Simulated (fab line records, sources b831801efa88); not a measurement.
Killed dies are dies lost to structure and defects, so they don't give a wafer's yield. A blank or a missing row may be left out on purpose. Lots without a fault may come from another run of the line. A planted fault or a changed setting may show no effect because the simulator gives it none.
A struck lot beside a sound one | flow gf180mcu | 15 steps out of a route of 602
Sound: wafers L821.1, L821.2, L821.5. Struck: wafers L819.1, L819.3, L819.6. The cause comes at the end.
At each step with rows: each side's tool, then ch and its chambers, then its first start. Under that, the readings that differ: sound wafers | struck wafers | difference of the means | sigmas: that difference in standard deviations of wafers without a fault.
alike: readings whose means differ by less than 2 such deviations, and words and numbers that are the same on both sides. not compared: withheld readings, readings that some wafer has no value for, bounds like >300 that may hide the same value, and numbers for which the record gives no deviation and whose values overlap.
The two part at a step that has a row with sigmas, a row that says differs or no value, or rows on one side only. Numbers that don't overlap but have no deviation are shown without sigmas and don't part them. A reading that every wafer of one side lacks parts them only if that side has two wafers or more.

GF_V5_ETCH_16: etches BARC in N2/H2.
  sound on rie_diel-01 ch 0,1,3, day 32 07:31; struck on rie_diel-02 ch 1,2,3, day 31 15:49
  alike: drypump_motor_current_A, oes_product_au, throttle_valve_pct
GF_V5_ETCH_17: etches SiO2 in C4F8/O2/Ar, stops on TiN, target depth 855 nm.
  sound on rie_diel-01 ch 0,1,3; struck on rie_diel-02 ch 1,2,3
  alike: oes_product_au
then, 3 steps without rows for these wafers: GF_V5_STRIP_18 (strips in O2/N2); GF_V5_STRIP_19 (strips in post etch residue remover, time 1200 s); GF_V5_CLEAN_20 (cleans in DIW).
GF_V5_SPUTTER_21: material Ti, target thk 15 nm, time 80.02 s.
  sound on pvd_sputter-03, day 32 08:14; struck on pvd_sputter-03, day 31 16:32
  alike: cathode_dc_power_W, throttle_valve_pct
then, 1 step without rows for these wafers: GF_V5_SPUTTER_22 (material TiN, target thk 10 nm, time 40 s).
GF_V5_CVD_23: deposits W, target thk 350 nm, time 104.9 s.
  sound on cvd_w-02 ch 0,1, day 32 08:20; struck on cvd_w-01 ch 0,1, day 31 16:38
  alike: heater_power_w
GF_V5_RS_MEAS_24: measures by four-point-probe.
  sound on film_metro-02, day 32 08:26; struck on film_metro-04, day 31 16:44
  reading          | sound             | struck            | difference | sigmas
  V5_W_RS (ohm/sq) | 0.316 0.324 0.316 | 0.331 0.332 0.327 | +0.011     | +3
GF_V5_THK_MEAS_25: measures by xrf.
  sound on film_metro-02, day 32 08:34; struck on film_metro-04, day 31 16:52
  reading       | sound       | struck      | difference | sigmas
  V5_W_THK (nm) | 365 354 365 | 345 342 351 | -15        | -2
then, 1 step without rows for these wafers: GF_V5_CMP_26 (polishes, stops on SiO2, t overpolish 15 s, target thk 0 nm).
GF_TOP_METAL_SPUTTER_00: material Ti, target thk 37.5 nm, time 150 s.
  sound on pvd_sputter-02, day 32 08:55; struck on pvd_sputter-01, day 31 17:28
  alike: cathode_dc_power_W, throttle_valve_pct
GF_TOP_METAL_SPUTTER_01: material TiN, target thk 30 nm, time 25 s.
  sound on pvd_sputter-02, day 32 09:01; struck on pvd_sputter-01, day 31 17:34
  reading                                       | sound                | struck               | difference | sigmas
  cathode_dc_power_W (W)                        | 6500.1 6499.0 6500.0 | 6052.8 6054.3 6053.4 | -446.2     | -99 or more
  model.TiN_of_TOP_METAL_SPUTTER_01.thk_nm (nm) | 30.26 29.73 29.91    | 28.07 28.33 28.21    | -1.76      |
  alike: throttle_valve_pct
then, 1 step without rows for these wafers: GF_TOP_METAL_SPUTTER_02 (material AlCu, target thk 900 nm, time 47.82 s).
GF_PASSIVATION_PROBE_99:
  the record has rows for the sound wafers here (prober-02, day 33 19:43) and none for the struck ones

WHERE THEY PART
First at GF_V5_RS_MEAS_24; last, within this record, at GF_PASSIVATION_PROBE_99.

WHY: what the simulator had put in
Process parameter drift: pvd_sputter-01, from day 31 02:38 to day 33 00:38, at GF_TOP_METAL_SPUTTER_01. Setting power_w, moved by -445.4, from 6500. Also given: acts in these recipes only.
